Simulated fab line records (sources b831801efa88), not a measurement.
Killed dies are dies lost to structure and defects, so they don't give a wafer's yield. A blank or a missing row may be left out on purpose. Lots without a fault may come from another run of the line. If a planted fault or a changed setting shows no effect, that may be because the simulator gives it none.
Which tool did it?	flow gf180mcu	24 lots, 72 wafers sampled, at 6 steps of a route of 602

## WHAT THE GAUGES READ, wafer by wafer
GF_V3_CD_MEAS_14: the cd target is 260 nm.
lot	measured	on	cd-nm (nm)
L074	day 22 08:02	cd-sem-02	262.7 261.1 261.7
L075	day 22 11:35	cd-sem-02	260.5 261.9 261.3
L076	day 22 22:35	cd-sem-01	260.2 261.1 261.5
L077	day 23 08:17	cd-sem-02	260.0 260.3 260.1
L078	day 23 16:01	cd-sem-02	261.3 260.7 260.1
L079	day 23 23:21	cd-sem-02	258.6 259.7 258.1
L080	day 24 10:20	cd-sem-01	260.8 262.0 261.8
L081	day 24 23:08	cd-sem-01	258.4 257.9 260.1
L082	day 24 23:28	cd-sem-02	260.3 259.1 258.7
L083	day 25 11:39	cd-sem-02	261.1 259.6 260.2
L084	day 26 05:04	cd-sem-01	258.6 257.3 259.2
L085	day 26 12:55	cd-sem-01	261.4 261.9 261.3
L086	day 26 18:04	cd-sem-01	257.3 256.8 257.6
L087	day 26 23:40	cd-sem-02	260.5 261.5 261.5
L088	day 27 04:11	cd-sem-01	257.3 258.2 257.3
L090	day 27 19:37	cd-sem-01	260.6 260.8 261.3
L089	day 28 00:08	cd-sem-01	260.9 259.9 259.7
L091	day 28 04:23	cd-sem-01	259.0 260.3 258.9
L092	day 28 05:19	cd-sem-01	261.0 260.5 260.9
L093	day 28 13:08	cd-sem-01	260.7 260.1 258.8
L094	day 28 20:24	cd-sem-01	258.9 258.7 258.9
L096	day 29 11:29	cd-sem-02	260.9 260.8 260.6
L095	day 29 11:42	cd-sem-01	257.9 258.1 258.3
L097	day 29 21:10	cd-sem-01	258.6 259.5 258.5

GF_V4_OVL_MEAS_15.
lot	measured	on	V4_OVL (nm)
L074	day 24 08:50	overlay-01	-1 6 6
L075	day 24 11:21	overlay-02	2 3 -1
L076	day 24 22:10	overlay-02	-2 -1 3
L077	day 25 08:39	overlay-02	6 7 7
L078	day 25 15:04	overlay-02	2 4 -2
L079	day 25 20:21	overlay-02	0 8 5
L080	day 26 07:06	overlay-02	0 2 3
L081	day 26 20:58	overlay-01	6 3 2
L082	day 26 21:19	overlay-02	8 9 9
L083	day 27 08:26	overlay-02	8 6 9
L084	day 28 00:43	overlay-01	5 10 2
L085	day 28 07:58	overlay-02	-1 2 1
L086	day 28 13:45	overlay-02	1 4 5
L087	day 28 18:32	overlay-01	9 10 16
L088	day 28 22:57	overlay-01	0 5 8
L090	day 29 13:52	overlay-02	0 -3 4
L089	day 29 17:39	overlay-01	7 2 9
L091	day 29 21:24	overlay-01	-4 1 0
L092	day 29 22:22	overlay-02	6 6 12
L093	day 30 06:37	overlay-01	15 8 9
L094	day 30 12:42	overlay-01	0 -1 1
L096	day 31 03:41	overlay-01	4 8 13
L095	day 31 03:00	overlay-02	0 -8 -7
L097	day 31 12:28	overlay-01	9 -1 2

GF_V4_THK_MEAS_25: measures by xrf.
lot	measured	on	V4_W_THK (nm)
L074	day 24 09:59	film-metro-01	359 360 361
L075	day 24 12:30	film-metro-04	369 363 361
L076	day 24 23:19	film-metro-04	359 359 358
L077	day 25 09:50	film-metro-04	364 361 363
L078	day 25 16:06	film-metro-01	359 358 360
L079	day 25 21:23	film-metro-04	364 373 369
L080	day 26 08:10	film-metro-03	362 358 359
L081	day 26 22:00	film-metro-04	369 373 362
L082	day 26 22:21	film-metro-03	356 358 359
L083	day 27 09:29	film-metro-03	359 354 360
L084	day 28 01:45	film-metro-04	360 361 361
L085	day 28 09:02	film-metro-01	365 368 362
L086	day 28 14:49	film-metro-03	350 360 351
L087	day 28 19:34	film-metro-04	370 368 366
L088	day 28 23:59	film-metro-04	369 371 367
L090	day 29 15:15	film-metro-04	365 370 370
L089	day 29 18:41	film-metro-01	362 366 364
L091	day 29 22:26	film-metro-01	359 354 349
L092	day 29 23:23	film-metro-04	365 361 367
L093	day 30 07:40	film-metro-01	358 360 356
L094	day 30 13:46	film-metro-01	356 355 354
L096	day 31 04:46	film-metro-01	352 355 348
L095	day 31 04:04	film-metro-01	357 358 362
L097	day 31 13:34	film-metro-04	368 374 364

GF_MIM_THK_MEAS_06.
lot	measured	on	MIM_CVD_05_THK (nm)
L074	day 24 10:43	film-metro-02	42.5 41.5 42.9
L075	day 24 13:07	film-metro-04	41.6 41.0 41.4
L076	day 25 00:05	film-metro-04	41.5 41.1 41.6
L077	day 25 10:26	film-metro-03	41.3 41.6 41.9
L078	day 25 16:43	film-metro-04	41.1 41.7 43.6
L079	day 25 22:01	film-metro-03	41.3 40.9 41.6
L080	day 26 08:47	film-metro-04	42.7 42.6 42.5
L081	day 26 22:37	film-metro-02	41.8 41.9 43.7
L082	day 26 22:58	film-metro-04	42.2 42.6 42.0
L083	day 27 10:07	film-metro-03	41.9 41.9 42.1
L084	day 28 02:23	film-metro-04	41.6 42.1 41.7
L085	day 28 09:39	film-metro-04	40.9 41.7 42.3
L086	day 28 15:26	film-metro-03	42.5 42.6 43.0
L087	day 28 20:11	film-metro-02	41.6 42.3 42.3
L088	day 29 00:36	film-metro-03	41.2 41.9 41.5
L090	day 29 15:52	film-metro-02	42.3 42.6 41.8
L089	day 29 19:18	film-metro-02	41.5 42.1 42.9
L091	day 29 23:03	film-metro-04	41.4 41.3 41.7
L092	day 30 00:01	film-metro-04	39.8 40.7 42.0
L093	day 30 08:16	film-metro-04	41.1 41.7 43.3
L094	day 30 14:31	film-metro-03	41.6 42.5 42.7
L096	day 31 05:22	film-metro-02	41.8 41.9 42.5
L095	day 31 04:41	film-metro-04	42.2 41.3 42.7
L097	day 31 14:55	film-metro-02	42.5 42.8 43.1

GF_PASSIVATION_BOW_MEAS_14.
lot	measured	on	PASSIVATION_BOW (um)
L074	day 28 22:59	film-metro-03	156 141 141
L075	day 29 02:23	film-metro-01	131 148 143
L076	day 29 12:20	film-metro-04	150 144 155
L077	day 29 22:23	film-metro-03	120 121 113
L078	day 30 03:48	film-metro-03	147 141 145
L079	day 30 07:59	film-metro-03	139 141 137
L080	day 30 16:31	film-metro-01	145 154 146
L081	day 31 04:18	film-metro-04	123 132 121
L082	day 31 05:49	film-metro-04	134 143 132
L083	day 31 14:27	film-metro-01	138 137 139
L084	day 32 04:44	film-metro-04	132 123 140
L085	day 32 10:13	film-metro-04	132 129 131
L086	day 32 16:00	film-metro-03	126 132 119
L087	day 32 19:08	film-metro-04	147 146 142
L088	day 32 22:59	film-metro-04	143 137 151
L090	day 33 13:44	film-metro-04	131 137 145
L089	day 33 14:46	film-metro-01	144 139 149
L091	day 33 19:07	film-metro-03	135 133 138
L092	day 33 20:50	film-metro-01	138 145 151
L093	day 34 02:28	film-metro-01	148 140 150
L094	day 34 07:01	film-metro-01	127 140 135
L096	day 34 18:52	film-metro-01	143 143 154
L095	day 34 18:37	film-metro-03	134 154 144
L097	day 35 04:07	film-metro-01	128 136 130

## WHAT TOOL EACH LOT RAN ON (gives the tool, then ch and the chambers of the sampled wafers, and finally the start)
lot	GF_V4_ETCH_16
L074	rie-diel-02 ch 0,1, day 24 08:53
L075	rie-diel-02 ch 0,1,3, day 24 11:23
L076	rie-diel-04 ch 0,2,3, day 24 22:13
L077	rie-diel-01 ch 1,2,3, day 25 08:41
L078	rie-diel-04 ch 2,3, day 25 15:05
L079	rie-diel-01 ch 0,2,3, day 25 20:23
L080	rie-diel-04 ch 0,2,3, day 26 07:08
L081	rie-diel-01 ch 0,2,3, day 26 20:59
L082	rie-diel-02 ch 0,1, day 26 21:20
L083	rie-diel-02 ch 1,2,3, day 27 08:28
L084	rie-diel-01 ch 0,1,2, day 28 00:46
L085	rie-diel-01 ch 0,2,3, day 28 07:59
L086	rie-diel-04 ch 0,1,3, day 28 13:47
L087	rie-diel-02 ch 1,2, day 28 18:34
L088	rie-diel-01 ch 0,2,3, day 28 22:59
L090	rie-diel-04 ch 2,3, day 29 13:53
L089	rie-diel-04 ch 0,1,3, day 29 17:41
L091	rie-diel-04 ch 0,1,2, day 29 21:26
L092	rie-diel-01 ch 1,2, day 29 22:23
L093	rie-diel-01 ch 2,3, day 30 06:38
L094	rie-diel-01 ch 0,2,3, day 30 12:44
L096	rie-diel-04 ch 1,3, day 31 03:44
L095	rie-diel-01 ch 0,1,3, day 31 03:02
L097	rie-diel-01 ch 0,2,3, day 31 12:29
- GF_V4_ETCH_16: etches BARC in N2/H2.

## AS READ BY THE TOOLS THEMSELVES (means over the sampled wafers that have a number; for cases with no such wafer, the mark the record gives instead)
GF_V4_ETCH_16.
lot	tool	chamber-pressure-mTorr (mTorr)	drypump-motor-current-A (A)	oes-product-au (a.u.)	rf-fwd-power-W (W)	throttle-valve-pct (%)
L074	rie-diel-02	30.844	5.1	0.857	494.7	13.008
L075	rie-diel-02	30.859	5.7	0.857	494.1	13.019
L076	rie-diel-04	30.850	5.5	0.854	495.5	13.018
L077	rie-diel-01	30.820	6.1	0.855	496.1	13.017
L078	rie-diel-04	30.861	5.7	0.858	498.0	13.006
L079	rie-diel-01	30.894	6.1	0.855	498.1	13.015
L080	rie-diel-04	30.843	5.6	0.856	495.9	13.018
L081	rie-diel-01	30.855	6.1	0.859	495.1	13.018
L082	rie-diel-02	30.854	5.1	0.854	493.3	13.008
L083	rie-diel-02	30.846	5.8	0.859	493.6	13.019
L084	rie-diel-01	30.855	5.7	0.854	494.1	13.026
L085	rie-diel-01	30.849	6.1	0.853	495.9	13.004
L086	rie-diel-04	30.844	5.5	0.852	496.2	13.013
L087	rie-diel-02	30.846	5.5	0.855	498.0	13.009
L088	rie-diel-01	30.824	6.1	0.852	495.9	13.002
L090	rie-diel-04	30.837	5.7	0.855	498.2	13.014
L089	rie-diel-04	30.848	5.5	0.856	497.4	13.011
L091	rie-diel-04	30.850	5.5	0.853	497.3	13.011
L092	rie-diel-01	30.844	6.0	0.852	494.1	13.014
L093	rie-diel-01	30.868	6.4	0.854	497.4	13.008
L094	rie-diel-01	30.865	6.1	0.860	496.0	13.017
L096	rie-diel-04	30.845	5.7	0.856	496.5	13.015
L095	rie-diel-01	30.846	5.8	0.853	496.1	13.002
L097	rie-diel-01	30.849	6.1	0.853	496.9	13.019

## THE ANSWER, worked out from the rows above alone
Rule: usual is defined by the lots themselves. The widest of any qualifying gaps counts: lots, ordered by their means at a reading, are off when they make up no more than a third of the lots, leave a main group of 4 or more, and stand apart from it by 3 or more times the standard deviation of that group's means. If all means in a main group match to the digits the tables above print for the reading, that group is not used. Also off: a lot with no number at a reading for which 4 or more lots have one. Where the step has rows for the other lots, those lots are counted as sound. The gauges are gone through in route order, then the tools' own readings, and for those a lot's mean is taken as printed above. At the first step where some lot is off, the reading lying furthest off is the one used; lots without a number count as furthest.
Across all readings shown, no lot is off: no conclusion can be drawn from this.

## WHAT THE SIMULATOR HAD PUT IN
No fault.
